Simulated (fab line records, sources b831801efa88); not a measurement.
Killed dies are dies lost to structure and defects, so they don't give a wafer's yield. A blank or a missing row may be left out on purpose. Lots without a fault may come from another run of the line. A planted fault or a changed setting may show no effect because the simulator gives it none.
Problem report in the 8D (eight disciplines) form, filled by code | flow gf180mcu | the parts of the form that need people (team, actions taken, sign-off) are left out

1. THE PROBLEM
MVSD_RS at GF_VT_IMPLANT_RS_MEAS_46 reads a mean of 132.9 ohm/sq on 6 wafers of 2 lots; wafers without a fault read 456.4 ohm/sq with a standard deviation of 1.3. That is -99 or more standard deviations from the usual mean.
The step: measures by four-point-probe.
First seen on wafer L344.2, day 8 01:25, on film_metro-01. The record holds 42 wafers of 14 lots with a number at this step. Rule for "out", or "out of limits": more than 4 standard deviations from the usual mean. The other wafers with a number count as sound.

2. WHAT IT IS AND WHAT IT IS NOT
question                    | is                           | is not
which readings at this step | MVSD_RS                      | -
which lots                  | L344, L345                   | L342, L348, L350, L353, L354, L358, L359, L360, L361, L362, L364, L365
which wafers of those lots  | all that have a number       | -
read on which gauges        | film_metro-01, film_metro-04 | film_metro-02
when                        | from day 8 01:25             | up to then (3 sound wafers); but 33 sound wafers of L348, L350, L353, L354, L358, L359, L360, L361, L362, L364, L365 came after

3. SUSPECTS, AND WHAT RULES EACH OUT
Counting: a tool at a process step up to the reading stays a suspect if it ran every lot that is out and no sound lot after the first of them.
- the gauge at GF_VT_IMPLANT_RS_MEAS_46: ruled out. The wafers that are out were read on 2 gauges (film_metro-01, film_metro-04).
- rtp_anneal-01 at GF_VT_IMPLANT_RTA_45 (time 30 s): ruled out as a lasting fault. Sound lots L348, L353, L358, L359, L365 ran on it after its first lot that is out, L344 (day 8 01:18).
Left after counting: nothing in the record.

4. THE CAUSE (what the simulator had put in)
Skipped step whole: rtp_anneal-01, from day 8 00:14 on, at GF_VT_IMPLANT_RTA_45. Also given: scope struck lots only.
Counting ruled it out, wrongly: the rule takes a fault to strike every lot that its tool runs from its start on, and this one did not.

5. THE CHAIN OF EFFECTS, in route order
Each row: a reading whose mean over the struck wafers that have a number lies more than 3 standard deviations from the usual. Only readings for which the record gives a usual standard deviation are gone through. hours: the time from each lot's start at the first step in this table that gives one to its start at this step, as a median over the lots. sigmas: the change in usual standard deviations.
hours | step                     | reading    | usual        | on struck wafers | change | sigmas
0     | GF_VT_IMPLANT_RS_MEAS_46 | MVSD_RS    | 456.4 ohm/sq | 132.9            | -323.5 | -99 or more
0     | GF_VT_IMPLANT_RS_MEAS_47 | NWELL_RS   | 487.2 ohm/sq | 132.9            | -354.3 | -99 or more
0     | GF_VT_IMPLANT_RS_MEAS_48 | LVPWELL_RS | 1196 ohm/sq  | 133              | -1063  | -99 or more
Readings that are blank on the struck wafers while sound wafers have them: anneal_temp_c_max at GF_VT_IMPLANT_RTA_45; chamber_o2_ppm at GF_VT_IMPLANT_RTA_45; lamp_power_pct at GF_VT_IMPLANT_RTA_45; wafer_temp_C_max at GF_VT_IMPLANT_RTA_45.

6. WHAT WOULD HAVE CAUGHT IT SOONER
In this record the first reading out of limits at a measuring or inspecting step was taken at day 8 01:25, 1 hour after the fault began at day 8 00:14.
At GF_VT_IMPLANT_RTA_45 the tool's readings are blank on the struck wafers, where sound wafers have them: an empty tool record is the first sign, and it was there at once.
